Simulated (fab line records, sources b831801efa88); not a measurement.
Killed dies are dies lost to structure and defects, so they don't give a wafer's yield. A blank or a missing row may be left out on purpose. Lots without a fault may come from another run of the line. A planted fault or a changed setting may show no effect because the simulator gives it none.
Which tool did it? | flow sky130 | 10 lots, 30 wafers sampled, at 4 steps of a route of 708

WHAT THE GAUGES READ, wafer by wafer
SKY_METAL1_CD_MEAS_15: target cd 140 nm.
lot  | measured     | on        | cd_nm (nm)
L694 | day 32 23:32 | cd_sem-02 | 139.3 140.4 140.1
L696 | day 33 06:28 | cd_sem-01 | 139.3 139.7 139.2
L701 | day 34 23:36 | cd_sem-02 | 140.4 139.6 141.5
L709 | day 37 09:27 | cd_sem-01 | 138.9 139.4 136.8
L711 | day 38 15:45 | cd_sem-01 | 135.8 137.0 138.0
L713 | day 38 16:40 | cd_sem-02 | 138.7 140.8 140.7
L714 | day 38 20:43 | cd_sem-01 | 137.7 136.8 137.4
L715 | day 39 08:09 | cd_sem-02 | 138.7 138.1 138.2

WHICH TOOL RAN EACH LOT (tool, then ch and the chambers of the sampled wafers, then the start)
lot  | SKY_CONTACT_ETCH_16                | SKY_CONTACT_ETCH_17                | SKY_CONTACT_ETCH_18
L694 | rie_diel-04 ch 0,1,2, day 31 19:00 | rie_diel-04 ch 0,1,2, day 31 19:03 | rie_diel-04 ch 0,1,2, day 32 23:32 or earlier
L696 | rie_diel-01 ch 0,1,3, day 32 01:56 | rie_diel-01 ch 0,1,3, day 32 01:58 | rie_diel-01 ch 0,1,3, day 33 06:28 or earlier
L701 | rie_diel-04 ch 1,2,3, day 33 19:32 | rie_diel-04 ch 1,2,3, day 33 19:34 | rie_diel-04 ch 1,2,3, day 34 23:36 or earlier
L703 | rie_diel-04 ch 1,2, day 34 14:59   | rie_diel-04 ch 1,2, day 34 15:02   | rie_diel-04 ch 1,2, day 48 01:28 or earlier
L705 | rie_diel-01 ch 2,3, day 34 21:38   | rie_diel-01 ch 2,3, day 34 21:40   | rie_diel-01 ch 2,3, day 48 05:21 or earlier
L709 | rie_diel-01 ch 0,3, day 36 06:02   | rie_diel-01 ch 0,3, day 36 06:04   | rie_diel-01 ch 0,3, day 37 09:27 or earlier
L711 | rie_diel-04 ch 0,1,2, day 37 12:45 | rie_diel-04 ch 0,1,2, day 37 12:48 | rie_diel-04 ch 0,1,2, day 38 15:45 or earlier
L713 | rie_diel-04 ch 1,3, day 37 14:00   | rie_diel-04 ch 1,3, day 37 14:03   | rie_diel-04 ch 1,3, day 38 16:40 or earlier
L714 | rie_diel-01 ch 0,1,2, day 37 17:48 | rie_diel-01 ch 0,1,2, day 37 17:51 | rie_diel-01 ch 0,1,2, day 38 20:43 or earlier
L715 | rie_diel-02 ch 0,1,3, day 38 06:17 | rie_diel-02 ch 0,1,3, day 38 06:19 | rie_diel-02 ch 0,1,3, day 39 08:09 or earlier
- SKY_CONTACT_ETCH_16: etches BARC in N2/H2, stops on SiO2, time 45.9 s, target depth 60 nm.
- SKY_CONTACT_ETCH_17: etches SiO2 in C4F8/O2/Ar, stops on Si3N4, target depth 340 nm.
- SKY_CONTACT_ETCH_18: etches Si3N4 in CHF3/O2, stops on TiN, time 39 s, target depth 75 nm.

THE ANSWER, worked out from the rows above alone
Rule: what is usual is taken from the lots themselves. Put in order of their means at a reading, lots are off if they are a third of the lots or fewer, leave a main group of 4 or more, and stand apart from it by a gap of 3 or more times the standard deviation of the main group's means; of several such gaps the widest counts. A main group whose means are all the same, to the digits that the tables above print for the reading, isn't used. A lot without any number at a reading at which 4 lots or more have one is off too. The other lots that the step has rows for count as sound.
No lot is off at any reading shown: from this, nothing can be told.

WHAT THE SIMULATOR HAD PUT IN
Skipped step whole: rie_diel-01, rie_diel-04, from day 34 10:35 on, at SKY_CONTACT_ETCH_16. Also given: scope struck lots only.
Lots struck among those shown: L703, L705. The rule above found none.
